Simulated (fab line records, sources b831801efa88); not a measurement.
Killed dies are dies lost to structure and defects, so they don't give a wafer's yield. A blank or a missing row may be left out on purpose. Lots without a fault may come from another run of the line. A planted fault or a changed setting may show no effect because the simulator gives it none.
Which tool did it? | flow gf180mcu | 12 lots, 36 wafers sampled, at 5 steps of a route of 602

WHAT THE GAUGES READ, wafer by wafer
GF_V5_THK_MEAS_01.
lot  | measured     | on            | V5_CVD_00_THK (nm)
L117 | day 26 16:15 | film_metro-03 | 302 299 299
L119 | day 27 14:46 | film_metro-04 | 300 297 301
L118 | day 27 19:38 | film_metro-04 | 305 299 302
L120 | day 28 08:44 | film_metro-03 | 301 297 300
L121 | day 28 19:34 | film_metro-02 | 304 303 302
L123 | day 29 04:39 | film_metro-04 | 302 296 298
L124 | day 29 18:07 | film_metro-03 | 307 308 308
L126 | day 29 23:11 | film_metro-03 | 302 300 303
L134 | day 31 22:13 | film_metro-02 | 259 255 255
L135 | day 32 04:37 | film_metro-03 | 262 259 260
L137 | day 32 14:26 | film_metro-03 | 306 303 304
L138 | day 32 18:23 | film_metro-02 | 300 301 304

GF_V5_BOW_MEAS_05.
lot  | measured     | on            | V5_BOW (um)
L117 | day 26 16:48 | film_metro-02 | 140 137 139
L119 | day 27 15:18 | film_metro-03 | 152 142 143
L118 | day 27 20:11 | film_metro-02 | 143 142 139
L120 | day 28 09:16 | film_metro-02 | 146 145 141
L121 | day 28 20:06 | film_metro-02 | 107 126 107
L123 | day 29 05:11 | film_metro-04 | 120 122 136
L124 | day 29 18:40 | film_metro-04 | 138 139 127
L126 | day 29 23:44 | film_metro-03 | 140 116 118
L134 | day 31 22:46 | film_metro-04 | 142 146 149
L135 | day 32 05:26 | film_metro-03 | 125 130 126
L137 | day 32 14:58 | film_metro-03 | 143 125 132
L138 | day 32 18:55 | film_metro-03 | 150 139 152

WHICH TOOL RAN EACH LOT (tool, then ch and the chambers of the sampled wafers, then the start)
lot  | GF_MIM_METAL_ETCH_19              | GF_M5_ETCH_09                      | GF_V5_CVD_00
L117 | rie_metal-03 ch 0, day 25 17:49   | rie_diel-02 ch 0,1,3, day 26 15:31 | hdpcvd-02 ch 0,1,2, day 26 16:11
L119 | rie_metal-02 ch 0,1, day 26 17:51 | rie_diel-02 ch 1,2,3, day 27 14:04 | hdpcvd-02 ch 0,1,2, day 27 14:43
L118 | rie_metal-01 ch 0,1, day 26 22:43 | rie_diel-03 ch 2,3, day 27 18:51   | hdpcvd-01 ch 0,1,2, day 27 19:35
L120 | rie_metal-02 ch 0,1, day 27 11:18 | rie_diel-02 ch 0,1,3, day 28 08:01 | hdpcvd-01 ch 0,1, day 28 08:40
L121 | rie_metal-02 ch 0,1, day 27 22:55 | rie_diel-02 ch 0,1,2, day 28 18:52 | hdpcvd-01 ch 0,1, day 28 19:31
L123 | rie_metal-01 ch 0,1, day 28 08:09 | rie_diel-02 ch 0,2,3, day 29 03:55 | hdpcvd-01 ch 0,1,2, day 29 04:36
L124 | rie_metal-03 ch 1, day 28 21:52   | rie_diel-01 ch 0,1, day 29 17:03   | hdpcvd-02 ch 1,2, day 29 18:04
L126 | rie_metal-02 ch 0,1, day 29 03:41 | rie_diel-01 ch 0,1,3, day 29 22:28 | hdpcvd-01 ch 0,1, day 29 23:07
L134 | rie_metal-02 ch 1, day 31 03:04   | rie_diel-03 ch 0,2,3, day 31 21:28 | hdpcvd-01 ch 0,1,2, day 31 22:10
L135 | rie_metal-02 ch 1, day 31 09:51   | rie_diel-01 ch 0,1,2, day 32 03:54 | hdpcvd-01 ch 0,1,2, day 32 04:34
L137 | rie_metal-02 ch 0,1, day 31 20:24 | rie_diel-03 ch 0,2, day 32 13:42   | hdpcvd-02 ch 0,1, day 32 14:22
L138 | rie_metal-03 ch 0,1, day 32 00:31 | rie_diel-02 ch 0,2, day 32 17:39   | hdpcvd-02 ch 0,1, day 32 18:20
- GF_MIM_METAL_ETCH_19: etches the open film in Cl2/BCl3, stops on Si3N4, target depth 324.5 nm, time 54.1 s.
- GF_M5_ETCH_09: etches Si3N4 in CF4/O2, target depth 52 nm, time 11.6 s.
- GF_V5_CVD_00: deposits SiO2, target thk 300 nm, time 50 s.

WHAT THE TOOLS THEMSELVES READ (means of the sampled wafers that have a number; where no wafer has one, the mark that the record gives instead)
GF_MIM_METAL_ETCH_19.
lot  | tool         | drypump_motor_current_A (A) | oes_product_au (a.u.) | throttle_valve_pct (%)
L117 | rie_metal-03 | 4.7                         | 0.939                 | 28.281
L119 | rie_metal-02 | 5.4                         | 0.937                 | 28.288
L118 | rie_metal-01 | 5.7                         | 0.932                 | 28.287
L120 | rie_metal-02 | 5.6                         | 0.940                 | 28.271
L121 | rie_metal-02 | 5.4                         | 0.937                 | 28.290
L123 | rie_metal-01 | 5.7                         | 0.933                 | 28.291
L124 | rie_metal-03 | 5.6                         | 0.936                 | 28.295
L126 | rie_metal-02 | 5.5                         | 0.935                 | 28.290
L134 | rie_metal-02 | 5.7                         | 0.944                 | 28.277
L135 | rie_metal-02 | 5.7                         | 0.946                 | 28.281
L137 | rie_metal-02 | 5.6                         | 0.941                 | 28.287
L138 | rie_metal-03 | 5.3                         | 0.940                 | 28.285

GF_M5_ETCH_09.
lot  | tool        | drypump_motor_current_A (A) | oes_product_au (a.u.) | throttle_valve_pct (%)
L117 | rie_diel-02 | 6.0                         | 1.004                 | 5.982
L119 | rie_diel-02 | 5.8                         | 1.014                 | 5.972
L118 | rie_diel-03 | 5.2                         | 1.011                 | 5.966
L120 | rie_diel-02 | 6.0                         | 0.999                 | 5.976
L121 | rie_diel-02 | 6.2                         | 1.004                 | 5.979
L123 | rie_diel-02 | 5.8                         | 1.005                 | 5.978
L124 | rie_diel-01 | 5.9                         | 1.000                 | 5.974
L126 | rie_diel-01 | 5.9                         | 1.009                 | 5.976
L134 | rie_diel-03 | 5.4                         | 1.002                 | 5.973
L135 | rie_diel-01 | 5.9                         | 1.010                 | 5.982
L137 | rie_diel-03 | 5.5                         | 1.004                 | 5.971
L138 | rie_diel-02 | 5.9                         | 0.998                 | 5.975

GF_V5_CVD_00.
lot  | tool      | sih4_flow_sccm (sccm)
L117 | hdpcvd-02 | 59.79
L119 | hdpcvd-02 | 60.03
L118 | hdpcvd-01 | 59.80
L120 | hdpcvd-01 | 60.03
L121 | hdpcvd-01 | 60.00
L123 | hdpcvd-01 | 59.98
L124 | hdpcvd-02 | 59.99
L126 | hdpcvd-01 | 60.09
L134 | hdpcvd-01 | 51.05
L135 | hdpcvd-01 | 51.05
L137 | hdpcvd-02 | 60.02
L138 | hdpcvd-02 | 59.91

THE ANSWER, worked out from the rows above alone
Rule: what is usual is taken from the lots themselves. Put in order of their means at a reading, lots are off if they are a third of the lots or fewer, leave a main group of 4 or more, and stand apart from it by a gap of 3 or more times the standard deviation of the main group's means; of several such gaps the widest counts. A main group whose means are all the same, to the digits that the tables above print for the reading, isn't used. A lot without any number at a reading at which 4 lots or more have one is off too. The other lots that the step has rows for count as sound. The gauges are gone through in route order, then the tools' own readings, and for those a lot's mean is taken as printed above. The first step at which some lot is off is used, and at that step the reading that is off furthest; a lot without a number counts as furthest.
Off: L134, L135, at GF_V5_THK_MEAS_01 (V5_CVD_00_THK). The main group: mean 302 nm, standard deviation 2.6.
A tool fits if, at a process step before that reading, it ran every lot that is off, and no sound lot after the first of them. The gauges at GF_V5_THK_MEAS_01 aren't tried: what is off there is off at GF_V5_CVD_00 too, on other tools, and a gauge's error can't cause that. One fits: hdpcvd-01 at GF_V5_CVD_00. Its last sound lot is L126 (day 29 23:07), its first lot that is off L134 (day 31 22:10): a fault that began between those two fits.
The tool's own readings at GF_V5_CVD_00 bear it out: on the lots that are off they differ by more than 5 times the standard deviation of the sound lots' means. sih4_flow_sccm reads 51.05 sccm there against 59.96 sccm on the sound lots.

WHAT THE SIMULATOR HAD PUT IN
Process parameter drift: hdpcvd-01, from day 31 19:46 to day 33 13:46, at GF_V5_CVD_00. Setting sih4_flow_sccm, moved by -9, from 60. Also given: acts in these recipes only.
Lots struck among those shown: L134, L135. The rule above found the same.
